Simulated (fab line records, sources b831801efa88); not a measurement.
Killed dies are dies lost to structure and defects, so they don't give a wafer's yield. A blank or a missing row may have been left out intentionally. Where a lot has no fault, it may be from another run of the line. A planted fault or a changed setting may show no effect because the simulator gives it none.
Matching of chambers	flow gf180mcu	hdpcvd-01 running GF_V4_CVD_00: 3 sister chambers
The step deposits SiO2, target thk 600 nm, time 100 s. 14 wafers are shown with their chamber, then 7 later ones without.

== WAFERS, EACH WITH ITS CHAMBER ==
wafer	chamber	sih4_flow_sccm (sccm)
L497.2	1	59.85
L497.3	2	60.08
L497.4	2	59.89
L500.1	1	60.21
L500.4	0	59.66
L500.5	2	60.02
L503.3	2	60.32
L503.4	1	59.80
L503.5	0	59.89
L505.1	0	59.94
L505.2	2	60.08
L505.5	2	59.79
L512.1	2	60.20
L512.4	1	60.27

SIGNATURES (means of the wafers above)
reading	chamber 0	chamber 1	chamber 2	scatter within a chamber
sih4_flow_sccm	59.8300	60.0325	60.0543	0.193
Rule: for a wafer and a chamber, the distance is found by dividing, reading by reading, the gap between the wafer's reading and the chamber's mean by the reading's scatter, squaring, summing and taking the root. If the next closest chamber is less than 2 further off than the closest, the wafer can't be placed; otherwise it belongs to the closest. The scatter: the root of (the sum of the squares of (reading less its chamber's mean) over the shown wafers, divided by (wafers less chambers)).

== WAFERS WHOSE CHAMBER IS MISSING ==
wafer	sih4_flow_sccm (sccm)
L512.5	60.24
L514.1	60.02
L514.2	59.98
L514.3	59.84
L517.2	59.89
L517.3	60.44
L517.6	59.96

== THE CHAMBER EACH PASSED THROUGH ==
wafer	from the rows above	in truth
L512.5	can't be placed: 2 or 1 or 0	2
L514.1	can't be placed: 1 or 2 or 0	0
L514.2	can't be placed: 1 or 2 or 0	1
L514.3	can't be placed: 0 or 1 or 2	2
L517.2	can't be placed: 0 or 1 or 2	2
L517.3	can't be placed: 2 or 1 or 0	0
L517.6	can't be placed: 1 or 2 or 0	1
Placed correctly: 0 of 7. Cannot be placed on the basis of these rows: 7; the candidates contain the true chamber in 7. Wrongly placed: 0.
